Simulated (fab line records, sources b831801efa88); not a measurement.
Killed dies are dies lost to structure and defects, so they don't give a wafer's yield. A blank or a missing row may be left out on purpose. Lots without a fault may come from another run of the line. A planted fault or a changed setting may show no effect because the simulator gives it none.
Chamber matching | flow gf180mcu | GF_POLY_GATE_ETCH_13 on rie_si-01: 4 sister chambers
The step etches poly-Si in HBr/Cl2, stops on SiO2, target depth 198.5 nm, time 69.6 s. 7 wafers are shown with their chamber, then 8 later ones without.

WAFERS WITH THEIR CHAMBER
wafer  | chamber | drypump_motor_current_A (A) | bias_w (W)
L271.3 | 2       | 6.7                         | 100.6
L279.1 | 1       | 5.0                         | 100.1
L279.3 | 3       | 5.1                         | 100.3
L280.3 | 0       | 5.9                         | 100.0
L280.5 | 0       | 5.9                         | 100.0
L280.6 | 1       | 5.0                         | 100.1
L282.1 | 3       | 5.2                         | 99.7

WAFERS WITHOUT THEIR CHAMBER
wafer  | drypump_motor_current_A (A) | bias_w (W)
L282.2 | 5.0                         | 100.0
L282.4 | 6.7                         | 99.7
L283.2 | 6.7                         | 100.1
L283.5 | 5.2                         | 100.1
L283.6 | 5.9                         | 99.7
L286.1 | 5.2                         | 99.7
L286.2 | 5.0                         | 100.1
L286.4 | 6.7                         | 99.4

WHICH CHAMBER EACH WENT THROUGH
wafer  | from the rows above | in truth
L282.2 | 1                   | 1
L282.4 | 2                   | 2
L283.2 | 2                   | 2
L283.5 | 3                   | 3
L283.6 | 0                   | 0
L286.1 | 3                   | 3
L286.2 | 1                   | 1
L286.4 | 2                   | 2
Placed correctly: 8 of 8. Can't be placed from these rows: 0. Placed wrongly: 0.
How it was worked out, from the rows above alone: a wafer's distance from a chamber is the root of the sum, over the readings, of the square of ((its reading less the chamber's mean) divided by the reading's scatter). The wafer belongs to the nearest chamber; if the next one is less than 2 further off, it can't be placed. A chamber's mean is the mean of its shown wafers. The scatter: the root of (the sum of the squares of (reading less its chamber's mean) over the shown wafers, divided by (wafers less chambers)).
